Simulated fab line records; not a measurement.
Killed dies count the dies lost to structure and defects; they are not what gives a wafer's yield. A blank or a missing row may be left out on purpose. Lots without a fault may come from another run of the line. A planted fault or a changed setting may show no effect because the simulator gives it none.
Which of the tools did it? + flow sky130 + 12 lots, 36 wafers sampled, at 3 steps of a route of 708

## WHAT THE GAUGES READ, wafer by wafer
SKY_PWDE_TW_MEAS_10.
| lot  | measured    | on            | PWDE_TW                       |
|------|-------------|---------------|-------------------------------|
| L801 | day 3 18:26 | film-metro-03 | 372 371 371                   |
| L804 | day 4 14:36 | film-metro-04 | 378 378 376                   |
| L807 | day 5 09:30 | film-metro-01 | 376 375 375                   |
| L808 | day 5 17:25 | film-metro-01 | 1145 1139 1141 1137 1128 1142 |
| L809 | day 5 17:39 | film-metro-03 | 1116 1123 1126 1116 1118 1116 |
| L811 | day 6 03:26 | film-metro-01 | 377 376 377                   |
| L818 | day 7 20:43 | film-metro-03 | 372 370 371                   |
| L819 | day 7 23:52 | film-metro-01 | 375 376 375                   |
| L820 | day 8 07:34 | film-metro-04 | 379 379 378                   |
| L821 | day 8 14:11 | film-metro-03 | 372 371 372                   |
| L822 | day 8 22:07 | film-metro-03 | 371 370 370                   |
| L824 | day 9 05:15 | film-metro-01 | 378 380 379                   |

SKY_SONOS_TUNNEL_CD_MEAS_07: target cd 410 nm.
| lot  | measured     | on        | cd-nm (nm)        |
|------|--------------|-----------|-------------------|
| L801 | day 11 05:13 | cd-sem-01 | 407.3 405.9 407.8 |
| L804 | day 12 10:59 | cd-sem-01 | 410.8 410.4 409.2 |
| L807 | day 13 12:07 | cd-sem-02 | 410.4 409.4 410.9 |
| L811 | day 14 14:36 | cd-sem-02 | 411.2 411.2 409.7 |
| L818 | day 17 01:34 | cd-sem-01 | 408.2 409.9 408.0 |
| L819 | day 17 13:11 | cd-sem-01 | 409.7 411.0 409.2 |
| L820 | day 17 16:49 | cd-sem-02 | 411.8 412.1 411.9 |
| L821 | day 17 22:03 | cd-sem-01 | 408.5 410.5 408.6 |
| L822 | day 18 10:54 | cd-sem-02 | 411.5 411.4 412.7 |
| L824 | day 18 22:49 | cd-sem-01 | 412.0 412.6 411.5 |

## EACH LOT AND THE TOOL THAT RAN IT (in order: tool; ch and the chambers of the sampled wafers; start)
| lot  | SKY_DNWELL_COAT_02               |
|------|----------------------------------|
| L801 | litho-track-01 ch 0, day 2 18:48 |
| L804 | litho-track-01 ch 0, day 3 13:53 |
| L807 | litho-track-02 ch 0, day 4 07:02 |
| L808 | litho-track-03, day 4 14:26      |
| L809 | litho-track-01, day 4 14:38      |
| L811 | litho-track-03 ch 0, day 5 00:19 |
| L818 | litho-track-02 ch 0, day 6 14:19 |
| L819 | litho-track-03 ch 0, day 6 17:26 |
| L820 | litho-track-03 ch 0, day 6 23:43 |
| L821 | litho-track-01 ch 0, day 7 06:21 |
| L822 | litho-track-03 ch 0, day 7 13:28 |
| L824 | litho-track-03 ch 0, day 7 19:38 |
- SKY_DNWELL_COAT_02: resist thk 3000 nm.

## AS READ BY THE TOOLS THEMSELVES (means over the sampled wafers that have a number; for cases with no such wafer, the mark the record gives instead)
SKY_DNWELL_COAT_02.
| lot  | tool           | chill-plate-temp-C (C) | dispense-pressure-kPa (kPa) |
|------|----------------|------------------------|-----------------------------|
| L801 | litho-track-01 | 23.02                  | 48                          |
| L804 | litho-track-01 | 22.94                  | 48                          |
| L807 | litho-track-02 | 22.86                  | 48                          |
| L808 | litho-track-03 | -                      | -                           |
| L809 | litho-track-01 | -                      | -                           |
| L811 | litho-track-03 | 23.16                  | 55                          |
| L818 | litho-track-02 | 23.01                  | 48                          |
| L819 | litho-track-03 | 22.98                  | 55                          |
| L820 | litho-track-03 | 23.17                  | 55                          |
| L821 | litho-track-01 | 23.03                  | 48                          |
| L822 | litho-track-03 | 22.99                  | 55                          |
| L824 | litho-track-03 | 23.06                  | 55                          |

## THE ANSWER, worked out from the rows above alone
Rule: the usual values come from the lots themselves. The widest of any qualifying gaps counts: lots, ordered by their means at a reading, are off when they make up no more than a third of the lots, leave a main group of 4 or more, and stand apart from it by 3 or more times the standard deviation of that group's means. A main group whose means are all the same, to the digits that the tables above print for the reading, isn't used. Also off: a lot with no number at a reading for which 4 or more lots have one. Where the step has rows for the other lots, those lots are counted as sound. The gauges are gone through in route order, then the tools' own readings, and for those a lot's mean is taken as printed above. At the first step where some lot is off, the reading lying furthest off is the one used; lots without a number count as furthest.
Off: L808, L809, seen at SKY_PWDE_TW_MEAS_10 (PWDE_TW). The main group has a mean of 375 with a standard deviation of 3.1.
A tool fits if, at a process step before that reading, it ran every lot that is off, and no sound lot after the first of them. Not tried: the gauges at SKY_PWDE_TW_MEAS_10; whatever is off there is also off at SKY_DNWELL_COAT_02, on other tools, and gauge error can't account for it. Of those tried, none fits.

## WHAT THE SIMULATOR PUT IN
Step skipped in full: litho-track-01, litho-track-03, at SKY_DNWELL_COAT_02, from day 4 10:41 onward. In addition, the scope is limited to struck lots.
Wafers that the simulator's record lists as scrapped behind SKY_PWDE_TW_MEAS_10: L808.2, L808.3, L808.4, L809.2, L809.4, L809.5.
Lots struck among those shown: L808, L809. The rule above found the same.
